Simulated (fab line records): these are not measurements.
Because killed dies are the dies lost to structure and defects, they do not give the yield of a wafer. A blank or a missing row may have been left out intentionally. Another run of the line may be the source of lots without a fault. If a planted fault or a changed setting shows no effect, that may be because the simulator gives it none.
fab line records	flow gf180mcu
record lots=24	wafers=72	last_day=34
route steps=602 shown DUAL_GATE@152 M2@365 V2@403 M3@411 M4@472
lots that met no fault: taken from a fault-free run of the same line
start_h: hours from the record's opening day to when the first of the lot's shown wafers began	wait_h: hours elapsed since this lot's preceding step	" as in the row above	L1.1+2: one row covering several wafers at once	- no value, or no start given	* or withheld: withheld	< > ~ a bound
route shown NAME@n: NAME is a module with steps in the file, n the number in the route of the first one	usual: the fault-free wafers' mean and standard deviation	same: alike in all rows	chamber/n: place in a boat	sites: per-site readings	_std_site: their standard deviation	_edge_site: the outer-site mean with the inner-site mean subtracted	radius_mm: for every site, how far away it sits from the centre of the wafer	mask NAME#n: copy n	behind: the last tool/chamber to shape the wafer	hold: what put the lot on hold/how long, in hours/how the hold closed	device: names the non-switching transistor (n, p or np)	end of line: tests of these same wafers at the route's end	a step given without rows: its recipe and nothing more	killed: dies that structure and defects cost at the first sort, which is not the same as the wafer's yield	map: the dies of a wafer, with x for killed, . for not killed, _ for no die there
set.NAME: the setting as run; set.NAME@STEP: as run at that earlier step	model.NAME: the simulator's own value behind a step, which no gauge read
route steps across a sampled set of lots; one table per step, one row per wafer
services: from which hour (start_h, from the record's first day; less than 0 if before it) a tool's chamber was out of use, for how many hours, and why
## steps
# step GF_DUAL_GATE_OVL_MEAS_11
# usual DUAL_GATE_OVL=-1.1/1.4
lot.wafer	tool	chamber	start_h	wait_h	DUAL_GATE_OVL[nm]
L074.4	overlay-02	-	175.55	0.1	-0.2
L074.5	"	-	"	"	-0.1
L074.6	"	-	"	"	0.3
L075.1	overlay-02	-	182.08	0.1	-2.7
L075.3	"	-	"	"	-0.3
L075.6	"	-	"	"	-1.8
L076.1	overlay-02	-	189.53	0.1	1.5
L076.3	"	-	"	"	-0.2
L076.4	"	-	"	"	0.4
L077.2	overlay-01	-	198.01	0.1	-2.8
L077.4	"	-	"	"	-2.8
L077.5	"	-	"	"	-2.8
L078.1	overlay-02	-	202.21	0.1	-1.7
L078.5	"	-	"	"	-0.8
L078.6	"	-	"	"	-1.2
L079.1	overlay-01	-	212.13	0.1	-2.6
L079.2	"	-	"	"	-2.3
L079.3	"	-	"	"	-3.2
L080.1	overlay-01	-	217.83	0.1	-2.6
L080.3	"	-	"	"	-3.2
L080.4	"	-	"	"	-3.2
L081.1	overlay-01	-	225.78	0.1	0.5
L081.4	"	-	"	"	1.3
L081.6	"	-	"	"	0.9
L082.2	overlay-01	-	233.58	0.1	-2.2
L082.3	"	-	"	"	-1.7
L082.5	"	-	"	"	-1.6
L083.2	overlay-01	-	237.31	0.1	-3.6
L083.4	"	-	"	"	-2.7
L083.5	"	-	"	"	-2.7
L084.1	overlay-02	-	244.63	0.1	0.2
L084.3	"	-	"	"	1.3
L084.4	"	-	"	"	2.1
L085.1	overlay-02	-	254.36	0.1	-0.3
L085.5	"	-	"	"	-2.0
L085.6	"	-	"	"	-0.4
L086.1	overlay-02	-	257.63	0.1	0.4
L086.3	"	-	"	"	1.7
L086.5	"	-	"	"	-0.5
L087.3	overlay-01	-	266.67	0.1	-1.7
L087.4	"	-	"	"	0.0
L087.6	"	-	"	"	-1.7
L088.1	overlay-02	-	276.06	0.1	0.8
L088.3	"	-	"	"	2.0
L088.6	"	-	"	"	1.3
L089.1	overlay-01	-	285.66	0.1	-1.1
L089.3	"	-	"	"	-2.5
L089.6	"	-	"	"	-2.0
L090.2	overlay-01	-	288.93	0.1	0.1
L090.4	"	-	"	"	-1.0
L090.6	"	-	"	"	-1.6
L091.1	overlay-01	-	295.66	0.1	-1.7
L091.3	"	-	"	"	-0.7
L091.4	"	-	"	"	-0.3
L092.2	overlay-01	-	301.06	0.1	-2.5
L092.5	"	-	"	"	-2.5
L092.6	"	-	"	"	-1.3
L093.2	overlay-01	-	307.63	0.1	-2.3
L093.3	"	-	"	"	-0.1
L093.6	"	-	"	"	-1.4
L094.4	overlay-01	-	314.24	0.1	-1.4
L094.5	"	-	"	"	0.1
L094.6	"	-	"	"	-2.1
L095.2	overlay-02	-	323.68	0.1	-2.5
L095.4	"	-	"	"	-1.8
L095.6	"	-	"	"	-0.3
L096.4	overlay-01	-	331.87	0.1	-2.1
L096.5	"	-	"	"	-1.5
L096.6	"	-	"	"	-2.0
L097.1	overlay-01	-	335.96	0.1	-2.2
L097.3	"	-	"	"	-1.9
L097.5	"	-	"	"	-1.0
# step GF_M2_SPUTTER_03
# recipe material=Ti	target_thk_nm=10	substrate_temp_c=300	chamber_pressure_pa=0.3	power_w=3000	time_s=6.7
# usual throttle_valve_pct=29.9/0.97
lot.wafer	tool	chamber	start_h	wait_h	throttle_valve_pct
L074.4	pvd_sputter-01	-	411.11	0.0	28.5
L074.5	"	-	"	"	31.1
L074.6	"	-	"	"	28.7
L075.1	pvd_sputter-02	-	421.35	0.0	30.2
L075.3	"	-	"	"	28.5
L075.6	"	-	"	"	28.3
L076.1	pvd_sputter-01	-	427.57	0.0	28.9
L076.3	"	-	"	"	29.3
L076.4	"	-	"	"	28.7
L077.2	pvd_sputter-04	-	444.78	0.0	31.4
L077.4	"	-	"	"	29.4
L077.5	"	-	"	"	31.5
L078.1	pvd_sputter-04	-	452.98	0.0	30.0
L078.5	"	-	"	"	29.9
L078.6	"	-	"	"	31.4
L079.1	pvd_sputter-02	-	459.13	0.0	28.3
L079.2	"	-	"	"	30.3
L079.3	"	-	"	"	30.1
L080.1	pvd_sputter-04	-	469.17	0.0	30.6
L080.3	"	-	"	"	31.4
L080.4	"	-	"	"	29.7
L081.1	pvd_sputter-04	-	478.17	0.0	31.5
L081.4	"	-	"	"	30.3
L081.6	"	-	"	"	30.4
L082.2	pvd_sputter-01	-	492.56	0.0	28.8
L082.3	"	-	"	"	31.2
L082.5	"	-	"	"	28.4
L083.2	pvd_sputter-04	-	493.53	0.0	29.2
L083.4	"	-	"	"	30.5
L083.5	"	-	"	"	30.5
L084.1	pvd_sputter-04	-	505.05	0.0	30.4
L084.3	"	-	"	"	31.4
L084.4	"	-	"	"	29.5
L085.1	pvd_sputter-01	-	514.82	0.0	31.0
L085.5	"	-	"	"	28.5
L085.6	"	-	"	"	28.7
L086.1	pvd_sputter-04	-	523.23	0.0	31.4
L086.3	"	-	"	"	29.8
L086.5	"	-	"	"	29.5
L087.3	pvd_sputter-01	-	532.55	0.0	28.8
L087.4	"	-	"	"	29.3
L087.6	"	-	"	"	28.9
L088.1	pvd_sputter-02	-	542.59	0.0	28.2
L088.3	"	-	"	"	30.5
L088.6	"	-	"	"	28.4
L089.1	pvd_sputter-02	-	554.56	0.0	30.0
L089.3	"	-	"	"	30.1
L089.6	"	-	"	"	30.4
L090.2	pvd_sputter-01	-	554.75	0.0	28.6
L090.4	"	-	"	"	31.3
L090.6	"	-	"	"	28.9
L091.1	pvd_sputter-02	-	563.65	0.0	30.6
L091.3	"	-	"	"	30.2
L091.4	"	-	"	"	28.4
L092.2	pvd_sputter-02	-	573.17	0.0	28.5
L092.5	"	-	"	"	30.1
L092.6	"	-	"	"	28.5
L093.2	pvd_sputter-04	-	575.93	0.0	31.4
L093.3	"	-	"	"	29.6
L093.6	"	-	"	"	31.4
L094.4	pvd_sputter-01	-	583.23	0.0	28.7
L094.5	"	-	"	"	31.4
L094.6	"	-	"	"	28.9
L095.2	pvd_sputter-01	-	592.94	0.0	28.6
L095.4	"	-	"	"	29.4
L095.6	"	-	"	"	28.7
L096.4	pvd_sputter-01	-	599.63	0.0	28.8
L096.5	"	-	"	"	31.5
L096.6	"	-	"	"	29.5
L097.1	pvd_sputter-04	-	604.60	0.0	30.4
L097.3	"	-	"	"	29.4
L097.5	"	-	"	"	31.8
# step GF_V2_SPUTTER_21
# recipe material=Ti	target_thk_nm=15	chamber_pressure_pa=5	power_w=2500	substrate_temp_c=200	time_s=80.02
# usual throttle_valve_pct=29.9/0.64
lot.wafer	tool	chamber	start_h	wait_h	throttle_valve_pct
L074.4	pvd_sputter-03	-	461.43	0.0	30.1
L074.5	"	-	"	"	29.9
L074.6	"	-	"	"	29.7
L075.1	pvd_sputter-03	-	471.70	0.0	29.8
L075.3	"	-	"	"	30.0
L075.6	"	-	"	"	29.8
L076.1	pvd_sputter-03	-	478.51	0.0	30.1
L076.3	"	-	"	"	29.4
L076.4	"	-	"	"	29.6
L077.2	pvd_sputter-04	-	495.33	0.0	30.5
L077.4	"	-	"	"	29.7
L077.5	"	-	"	"	29.8
L078.1	pvd_sputter-03	-	503.03	0.0	30.2
L078.5	"	-	"	"	28.9
L078.6	"	-	"	"	30.1
L079.1	pvd_sputter-03	-	508.42	0.0	29.2
L079.2	"	-	"	"	29.5
L079.3	"	-	"	"	29.8
L080.1	pvd_sputter-02	-	519.09	0.0	30.2
L080.3	"	-	"	"	30.2
L080.4	"	-	"	"	30.3
L081.1	pvd_sputter-02	-	526.77	0.0	30.0
L081.4	"	-	"	"	28.6
L081.6	"	-	"	"	30.3
L082.2	pvd_sputter-02	-	540.88	0.0	30.3
L082.3	"	-	"	"	28.4
L082.5	"	-	"	"	30.4
L083.2	pvd_sputter-03	-	542.61	0.0	29.6
L083.4	"	-	"	"	29.6
L083.5	"	-	"	"	29.6
L084.1	pvd_sputter-03	-	553.60	0.0	30.3
L084.3	"	-	"	"	29.7
L084.4	"	-	"	"	30.1
L085.1	pvd_sputter-04	-	562.33	0.0	29.6
L085.5	"	-	"	"	29.9
L085.6	"	-	"	"	31.6
L086.1	pvd_sputter-03	-	570.77	0.0	29.9
L086.3	"	-	"	"	29.5
L086.5	"	-	"	"	29.5
L087.3	pvd_sputter-03	-	579.04	0.0	29.6
L087.4	"	-	"	"	29.7
L087.6	"	-	"	"	29.9
L088.1	pvd_sputter-03	-	588.66	0.0	29.8
L088.3	"	-	"	"	29.3
L088.6	"	-	"	"	29.4
L089.1	pvd_sputter-02	-	599.77	0.0	30.2
L089.3	"	-	"	"	28.3
L089.6	"	-	"	"	30.5
L090.2	pvd_sputter-02	-	600.55	0.0	28.4
L090.4	"	-	"	"	30.2
L090.6	"	-	"	"	29.9
L091.1	pvd_sputter-02	-	609.04	0.0	30.2
L091.3	"	-	"	"	28.2
L091.4	"	-	"	"	30.4
L092.2	pvd_sputter-03	-	617.72	0.0	29.6
L092.5	"	-	"	"	29.6
L092.6	"	-	"	"	30.0
L093.2	pvd_sputter-04	-	619.69	0.0	30.4
L093.3	"	-	"	"	29.9
L093.6	"	-	"	"	31.5
L094.4	pvd_sputter-03	-	627.44	0.0	29.6
L094.5	"	-	"	"	29.5
L094.6	"	-	"	"	30.0
L095.2	pvd_sputter-04	-	636.37	0.0	30.5
L095.4	"	-	"	"	29.7
L095.6	"	-	"	"	29.7
L096.4	pvd_sputter-03	-	642.61	0.0	30.0
L096.5	"	-	"	"	30.0
L096.6	"	-	"	"	29.4
L097.1	pvd_sputter-02	-	647.26	0.0	30.5
L097.3	"	-	"	"	28.3
L097.5	"	-	"	"	29.9
# step GF_V2_CMP_26
# recipe stop_on=SiO2	down_force_psi=3.5	platen_rpm=60	t_overpolish_s=15	target_thk_nm=0	pad_velocity_m_s=0.94248
# usual motor_current_A=11.1/1.1	overpolish_run_s=14.999/0.0086	time_to_endpoint_s=86.5/2.6
lot.wafer	tool	chamber	start_h	wait_h	motor_current_A	overpolish_run_s	time_to_endpoint_s
L074.4	cmp-01	0	461.88	0.1	10.9	15.005	85.9
L074.5	"	3	"	"	9.5	15.000	86.8
L074.6	"	0	"	"	10.3	14.998	89.7
L075.3	cmp-02	2	472.09	0.0	11.3	14.987	84.8
L075.1	"	3	"	"	11.6	14.982	86.2
L075.6	"	2	"	"	12.0	14.998	81.8
L076.4	cmp-01	3	478.90	0.0	9.6	14.997	90.0
L076.3	"	0	"	"	10.8	15.004	88.9
L076.1	"	2	"	"	11.7	14.995	88.3
L077.2	cmp-02	0	495.73	0.0	9.8	15.014	86.2
L077.4	"	3	"	"	11.2	14.997	84.3
L077.5	"	1	"	"	12.3	14.998	83.7
L078.1	cmp-01	1	503.58	0.2	11.3	14.998	88.2
L078.6	"	2	"	"	12.7	14.993	88.6
L078.5	"	3	"	"	9.5	15.000	90.5
L079.3	cmp-01	3	508.86	0.1	9.4	14.982	85.5
L079.2	"	0	"	"	11.3	14.999	85.6
L079.1	"	1	"	"	11.0	14.990	85.3
L080.3	cmp-02	1	519.53	0.1	12.2	15.005	85.8
L080.4	"	2	"	"	12.2	15.000	87.9
L080.1	"	3	"	"	10.8	14.992	85.2
L081.4	cmp-02	0	527.17	0.0	9.5	14.994	94.7
L081.1	"	3	"	"	11.0	14.980	90.4
L081.6	"	1	"	"	12.2	15.015	87.3
L082.2	cmp-01	1	541.38	0.1	10.6	14.991	89.3
L082.3	"	2	"	"	12.6	14.996	86.1
L082.5	"	0	"	"	11.4	15.003	88.6
L083.4	cmp-01	0	543.05	0.1	11.3	14.995	86.9
L083.2	"	2	"	"	12.8	14.991	88.0
L083.5	"	0	"	"	11.0	14.997	89.1
L084.4	cmp-02	0	553.99	0.0	9.7	15.002	85.0
L084.1	"	1	"	"	11.7	14.991	81.9
L084.3	"	3	"	"	11.8	14.993	83.8
L085.1	cmp-02	1	563.02	0.3	11.9	14.994	87.8
L085.5	"	3	"	"	10.7	14.992	90.3
L085.6	"	0	"	"	10.1	14.998	89.4
L086.3	cmp-02	0	571.21	0.1	9.9	15.024	85.8
L086.1	"	1	"	"	12.0	14.986	86.6
L086.5	"	0	"	"	10.5	14.992	91.2
L087.3	cmp-01	2	579.49	0.1	12.4	14.998	82.7
L087.4	"	0	"	"	10.9	15.006	86.5
L087.6	"	2	"	"	12.6	15.002	85.5
L088.3	cmp-01	3	589.10	0.1	9.5	15.002	86.2
L088.1	"	1	"	"	10.7	14.987	83.4
L088.6	"	2	"	"	12.8	14.990	86.1
L089.1	cmp-01	2	600.22	0.1	12.7	15.014	82.0
L089.3	"	0	"	"	10.9	14.997	90.3
L089.6	"	1	"	"	10.7	15.010	84.9
L090.4	cmp-01	3	601.04	0.1	9.5	15.013	86.8
L090.2	"	0	"	"	10.5	15.006	88.4
L090.6	"	2	"	"	12.4	15.004	88.3
L091.1	cmp-02	3	609.48	0.1	11.3	15.001	86.0
L091.3	"	0	"	"	10.1	14.981	87.3
L091.4	"	1	"	"	12.9	15.000	82.5
L092.2	cmp-01	0	618.17	0.1	11.4	14.993	86.6
L092.5	"	3	"	"	9.5	14.988	87.9
L092.6	"	0	"	"	11.0	15.003	85.4
L093.2	cmp-02	3	620.08	0.0	11.7	15.016	87.6
L093.3	"	1	"	"	11.8	14.999	83.0
L093.6	"	0	"	"	9.6	15.001	93.1
L094.4	cmp-02	3	627.83	0.0	10.8	15.000	84.5
L094.5	"	3	"	"	10.9	15.010	83.1
L094.6	"	0	"	"	10.2	15.019	87.4
L095.2	cmp-02	3	636.82	0.1	11.0	14.997	85.3
L095.4	"	1	"	"	12.2	14.984	87.2
L095.6	"	2	"	"	12.9	14.996	81.5
L096.4	cmp-02	3	643.05	0.1	11.3	14.993	84.9
L096.5	"	2	"	"	12.1	15.008	80.6
L096.6	"	3	"	"	10.4	15.011	85.9
L097.1	cmp-02	1	647.65	0.1	11.6	15.008	89.2
L097.3	"	3	"	"	11.4	15.011	87.7
L097.5	"	1	"	"	12.3	15.002	84.5
# step GF_M3_SPUTTER_02
# recipe material=AlCu	target_thk_nm=450	power_w=10600	time_s=23.9	chamber_pressure_pa=0.4
# usual throttle_valve_pct=30.1/0.85
lot.wafer	tool	chamber	start_h	wait_h	throttle_valve_pct
L074.4	pvd_sputter-04	-	462.26	0.0	30.0
L074.5	"	-	"	"	30.2
L074.6	"	-	"	"	30.8
L075.1	pvd_sputter-04	-	472.52	0.0	29.8
L075.3	"	-	"	"	29.3
L075.6	"	-	"	"	29.8
L076.1	pvd_sputter-04	-	479.33	0.0	30.2
L076.3	"	-	"	"	30.5
L076.4	"	-	"	"	31.5
L077.2	pvd_sputter-01	-	496.16	0.0	31.3
L077.4	"	-	"	"	31.2
L077.5	"	-	"	"	29.4
L078.1	pvd_sputter-01	-	503.86	0.0	29.4
L078.5	"	-	"	"	28.5
L078.6	"	-	"	"	31.2
L079.1	pvd_sputter-03	-	509.24	0.0	30.4
L079.2	"	-	"	"	29.5
L079.3	"	-	"	"	29.8
L080.1	pvd_sputter-04	-	519.91	0.0	30.0
L080.3	"	-	"	"	30.5
L080.4	"	-	"	"	29.4
L081.1	pvd_sputter-01	-	527.60	0.0	31.3
L081.4	"	-	"	"	29.2
L081.6	"	-	"	"	31.4
L082.2	pvd_sputter-04	-	541.71	0.0	31.3
L082.3	"	-	"	"	30.5
L082.5	"	-	"	"	31.7
L083.2	pvd_sputter-04	-	543.43	0.0	31.4
L083.4	"	-	"	"	29.8
L083.5	"	-	"	"	30.4
L084.1	pvd_sputter-04	-	554.42	0.0	30.6
L084.3	"	-	"	"	29.6
L084.4	"	-	"	"	31.4
L085.1	pvd_sputter-04	-	563.37	0.0	29.3
L085.5	"	-	"	"	30.8
L085.6	"	-	"	"	29.6
L086.1	pvd_sputter-01	-	571.59	0.0	28.8
L086.3	"	-	"	"	29.6
L086.5	"	-	"	"	29.3
L087.3	pvd_sputter-04	-	579.87	0.0	30.0
L087.4	"	-	"	"	31.8
L087.6	"	-	"	"	29.6
L088.1	pvd_sputter-03	-	589.48	0.0	29.8
L088.3	"	-	"	"	29.4
L088.6	"	-	"	"	29.5
L089.1	pvd_sputter-04	-	600.60	0.0	31.5
L089.3	"	-	"	"	30.7
L089.6	"	-	"	"	30.3
L090.2	pvd_sputter-03	-	601.37	0.0	29.2
L090.4	"	-	"	"	29.6
L090.6	"	-	"	"	29.9
L091.1	pvd_sputter-03	-	609.86	0.0	29.9
L091.3	"	-	"	"	29.6
L091.4	"	-	"	"	29.7
L092.2	pvd_sputter-04	-	618.55	0.0	29.3
L092.5	"	-	"	"	29.7
L092.6	"	-	"	"	31.4
L093.2	pvd_sputter-01	-	620.53	0.0	29.0
L093.3	"	-	"	"	28.5
L093.6	"	-	"	"	28.8
L094.4	pvd_sputter-04	-	628.26	0.0	29.8
L094.5	"	-	"	"	29.9
L094.6	"	-	"	"	31.3
L095.2	pvd_sputter-01	-	637.20	0.0	28.7
L095.4	"	-	"	"	31.5
L095.6	"	-	"	"	29.2
L096.4	pvd_sputter-04	-	643.43	0.0	29.7
L096.5	"	-	"	"	29.8
L096.6	"	-	"	"	30.5
L097.1	pvd_sputter-03	-	648.09	0.0	29.7
L097.3	"	-	"	"	29.6
L097.5	"	-	"	"	29.7
# step GF_M4_METAL_ETCH_16
# recipe chemistry=Cl2/BCl3	mask_material=KrF	target_depth_nm=750.8	stop_on=SiO2	pressure_mtorr=8	icp_w=800	bias_w=140	Cl2_flow_sccm=80	bcl3_flow_sccm=40	time_s=125.1
# usual drypump_motor_current_A=5.4/0.44	oes_product_au=0.990/0.005	throttle_valve_pct=28.229/0.009
lot.wafer	tool	chamber	start_h	wait_h	drypump_motor_current_A	oes_product_au	rf_hours_counter_h	throttle_valve_pct
L074.4	rie_metal-01	1	536.17	0.1	6.1	0.990	-	28.236
L074.5	"	0	"	"	5.0	1.001	-	28.234
L074.6	"	1	"	"	6.1	0.989	-	28.222
L075.1	rie_metal-04	0	546.46	0.0	5.1	0.996	9	28.232
L075.3	"	1	"	"	5.4	0.994	-	28.238
L075.6	"	1	"	"	5.4	0.988	-	28.225
L076.1	rie_metal-02	0	552.66	0.0	4.9	0.994	12	28.218
L076.3	"	0	"	"	4.9	0.988	-	28.228
L076.4	"	1	"	"	5.7	0.998	-	28.220
L077.2	rie_metal-01	0	567.91	0.0	4.9	0.994	7	28.237
L077.4	"	1	"	"	6.1	0.990	-	28.222
L077.5	"	1	"	"	6.1	0.992	-	28.230
L078.1	rie_metal-04	0	575.06	0.0	5.2	0.993	10	28.229
L078.5	"	1	"	"	5.5	0.991	-	28.221
L078.6	"	0	"	"	5.1	0.991	-	28.216
L079.1	rie_metal-02	1	581.33	0.0	5.7	0.988	10	28.239
L079.2	"	0	"	"	4.9	0.990	13	28.236
L079.3	"	0	"	"	5.0	0.996	-	28.222
L080.1	rie_metal-04	1	589.71	0.0	5.5	0.994	10	28.228
L080.3	"	1	"	"	5.5	0.985	-	28.219
L080.4	"	0	"	"	5.1	0.992	-	28.233
L081.1	rie_metal-01	1	596.08	0.0	6.1	0.986	12	28.222
L081.4	"	1	"	"	6.1	0.986	-	28.230
L081.6	"	1	"	"	6.1	0.997	-	28.239
L082.2	rie_metal-02	0	609.71	0.0	5.0	0.991	14	28.232
L082.3	"	0	"	"	5.0	0.988	-	28.238
L082.5	"	0	"	"	5.0	0.994	-	28.224
L083.2	rie_metal-04	1	611.48	0.0	5.4	0.997	11	28.231
L083.4	"	0	"	"	5.1	0.991	-	28.232
L083.5	"	0	"	"	5.1	0.999	-	28.240
L084.1	rie_metal-02	1	622.23	0.0	5.7	0.995	12	28.217
L084.3	"	1	"	"	5.7	0.992	-	28.218
L084.4	"	1	"	"	5.7	0.986	-	28.242
L085.1	rie_metal-01	0	629.41	0.0	4.9	0.988	9	28.243
L085.5	"	1	"	"	6.1	0.984	-	28.235
L085.6	"	0	"	"	4.9	0.992	-	28.225
L086.1	rie_metal-01	0	636.61	0.0	5.0	1.001	10	28.224
L086.3	"	0	"	"	4.9	0.989	-	28.214
L086.5	"	1	"	"	6.1	0.993	-	28.223
L087.3	rie_metal-04	0	645.00	0.1	5.1	0.986	-	28.240
L087.4	"	1	"	"	5.5	0.991	-	28.232
L087.6	"	0	"	"	5.1	0.986	-	28.224
L088.1	rie_metal-02	0	653.23	0.0	5.0	0.990	0	28.231
L088.3	"	0	"	"	5.0	0.995	-	28.228
L088.6	"	0	"	"	5.0	0.991	-	28.235
L089.1	rie_metal-01	0	663.76	0.0	4.9	0.987	10	28.221
L089.3	"	0	"	"	4.9	0.987	-	28.243
L089.6	"	0	"	"	5.0	0.987	-	28.236
L090.2	rie_metal-01	1	665.16	0.0	6.1	0.986	2	28.231
L090.4	"	1	"	"	6.1	0.980	-	28.246
L090.6	"	0	"	"	4.9	0.990	-	28.242
L091.1	rie_metal-04	1	671.81	0.0	5.4	0.980	13	28.242
L091.3	"	0	"	"	5.1	0.986	-	28.223
L091.4	"	1	"	"	5.4	0.991	-	28.225
L092.2	rie_metal-01	1	681.01	0.0	6.1	0.987	2	28.229
L092.5	"	1	"	"	6.1	0.982	-	28.233
L092.6	"	0	"	"	4.9	0.989	-	28.223
L093.2	rie_metal-01	1	683.96	0.0	6.1	0.991	2	28.217
L093.3	"	0	"	"	5.0	1.000	-	28.228
L093.6	"	0	"	"	4.9	0.992	-	28.218
L094.4	rie_metal-04	1	690.10	0.1	5.5	0.983	-	28.228
L094.5	"	1	"	"	5.5	0.983	-	28.238
L094.6	"	0	"	"	5.1	0.995	-	28.221
L095.2	rie_metal-04	1	698.95	0.1	5.4	0.988	-	28.237
L095.4	"	1	"	"	5.5	0.993	-	28.244
L095.6	"	1	"	"	5.5	0.990	-	28.214
L096.4	rie_metal-02	1	705.10	0.1	5.7	0.988	-	28.229
L096.5	"	1	"	"	5.7	0.994	-	28.230
L096.6	"	0	"	"	5.0	0.994	-	28.229
L097.1	rie_metal-01	0	708.91	0.0	5.0	0.997	12	28.240
L097.3	"	0	"	"	5.0	0.997	-	28.230
L097.5	"	1	"	"	6.1	0.989	-	28.230
## services
tool	chamber	start_h	hours	kind
cmp-01	-	404.00	4.0	pm
pvd_sputter-04	-	412.64	0.9	repair
cmp-01	-	415.86	1.8	repair
pvd_sputter-04	-	433.38	6.4	repair
pvd_sputter-04	-	435.83	1.0	repair
cmp-02	-	449.62	4.7	pm
pvd_sputter-03	-	483.64	0.6	repair
pvd_sputter-02	-	503.34	14.5	repair
pvd_sputter-03	-	509.36	3.0	repair
pvd_sputter-02	-	529.19	1.9	repair
pvd_sputter-04	-	546.42	4.4	repair
cmp-02	-	557.37	0.5	repair
pvd_sputter-04	-	567.73	5.6	repair
pvd_sputter-03	-	571.17	1.1	repair
cmp-02	-	572.13	4.0	pm
cmp-02	-	576.13	14.3	pm
pvd_sputter-03	-	584.68	3.8	repair
cmp-02	-	593.28	1.7	repair
cmp-02	-	597.85	2.4	repair
pvd_sputter-02	-	648.72	4.1	repair
pvd_sputter-01	-	652.78	1.7	repair
pvd_sputter-01	-	653.02	34.4	repair
pvd_sputter-04	-	665.37	3.4	repair
cmp-02	-	672.23	1.0	repair
## key
fault none
